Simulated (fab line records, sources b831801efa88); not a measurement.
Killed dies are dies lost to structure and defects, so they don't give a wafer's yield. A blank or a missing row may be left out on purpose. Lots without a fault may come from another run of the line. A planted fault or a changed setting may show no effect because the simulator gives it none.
Split-lot experiment | flow sfq_line | 5 lots, 23 wafers read, on a route of 325 steps

THE SPLIT
At SFQ_TRILAYER_M5_LITHO_EXPOSE_124 (exposes mask M5, target cd 700 nm), the setting dose_mj was moved away from the recipe's 14.4 on 10 of the 23 wafers read, by -7.4% to +3.8%. The other wafers ran this setting at the recipe's value.

FROM THE SPLIT TO THE READING: what the file shows between them, 3 steps
- SFQ_TRILAYER_M5_LITHO_PEB_126: peb time 60 s
- SFQ_TRILAYER_M5_LITHO_DEVELOP_125: time 60 s
- SFQ_TRILAYER_M5_BARC_OPEN_METAL_ETCH_161: etches BARC in O2, target depth 125 nm, time 41.7 s

THE READING
M5.cd_nm (the simulator's own value, which no gauge read), in nm, at SFQ_TRILAYER_M5_ETCH_METAL_ETCH_126 (etches Nb in Cl2/BCl3, stops on SiO2, time 203.2 s, target depth 265 nm). The file gives no usual value for it. The 13 wafers here that ran the recipe average 699.7 nm, standard deviation 1.8 nm.

wafer  | tool, chamber at the split | dose_mj as run | against the recipe | M5.cd_nm, nm | against lot-mates on the recipe
L074.1 | krf_scanner-01, 0          | 14.4           | recipe             | 698.6        | -
L074.5 | krf_scanner-01, 0          | 14.4           | recipe             | 698.6        | -
L074.2 | krf_scanner-01, 0          | 14.95          | +3.8%              | 695.4        | -3.2
L074.3 | krf_scanner-01, 0          | 14.95          | +3.8%              | 694.2        | -4.4
L074.4 | krf_scanner-01, 0          | 14.95          | +3.8%              | 693.3        | -5.3
L075.1 | krf_scanner-01, 0          | 14.4           | recipe             | 701.9        | -
L075.2 | krf_scanner-01, 0          | 14.4           | recipe             | 697.2        | -
L075.4 | krf_scanner-01, 0          | 14.4           | recipe             | 698.4        | -
L079.1 | krf_scanner-01, 0          | 14.4           | recipe             | 700.1        | -
L079.3 | krf_scanner-01, 0          | 14.77          | +2.6%              | 697.4        | -2.3
L079.4 | krf_scanner-01, 0          | 14.4           | recipe             | 698.3        | -
L079.5 | krf_scanner-01, 0          | 14.4           | recipe             | 700.6        | -
L079.6 | krf_scanner-01, 0          | 14.77          | +2.6%              | 693.7        | -6.0
L081.2 | krf_scanner-02, 0          | 13.37          | -7.2%              | 712.9        | +11.5
L081.3 | krf_scanner-02, 0          | 14.4           | recipe             | 701.5        | -
L081.4 | krf_scanner-02, 0          | 14.4           | recipe             | 701.3        | -
L081.5 | krf_scanner-02, 0          | 13.37          | -7.2%              | 712.5        | +11.1
L081.6 | krf_scanner-02, 0          | 13.37          | -7.2%              | 716.7        | +15.3
L084.1 | krf_scanner-02, 0          | 13.34          | -7.4%              | 710.2        | +10.5
L084.2 | krf_scanner-02, 0          | 14.4           | recipe             | 703.1        | -
L084.3 | krf_scanner-02, 0          | 14.4           | recipe             | 697.9        | -
L084.4 | krf_scanner-02, 0          | 13.34          | -7.4%              | 715.6        | +15.9
L084.5 | krf_scanner-02, 0          | 14.4           | recipe             | 698          | -

THE FIT
A straight line over all 23 wafers: M5.cd_nm changes by -1.81 nm for each +1% of dose_mj; r = -0.96; the points scatter about the line by 2 nm.
The same after taking each lot's own level away (the mean of its wafers on the recipe; 23 wafers): -1.65 nm for each +1%; r = -0.96; scatter 1.9 nm.
On that fit, the largest move of dose_mj shifts the reading by 12 nm.
The lots' own levels span 698.60 to 701.40 nm, that is 1.6 times the standard deviation above.
So the lot-to-lot level changes the slope little: the two slopes agree.
Check: with one of the wafers moved furthest among these (-7.4%) left out of the fit, the line predicts +13.1 nm for it against its lot-mates. It came out at +10.5 nm against them.

THE WHOLE CHAIN: every reading that the file lists as answering this split, in the file's order
step                                     | what it does                                                            | reading                                                   | change (the file's fit)              | r (the file's)
SFQ_TRILAYER_M5_BARC_OPEN_METAL_ETCH_161 | etches BARC in O2, target depth 125 nm, time 41.7 s                     | M5.cd_nm (the simulator's own value, which no gauge read) | -1.75 nm for each +1% of the setting | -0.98
SFQ_TRILAYER_M5_ETCH_METAL_ETCH_126      | etches Nb in Cl2/BCl3, stops on SiO2, time 203.2 s, target depth 265 nm | M5.cd_nm (the simulator's own value, which no gauge read) | -1.7 nm for each +1% of the setting  | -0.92

THE FILE'S OWN FIT
M5.cd_nm changes by -1.7 nm for each +1% of dose_mj, r = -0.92.
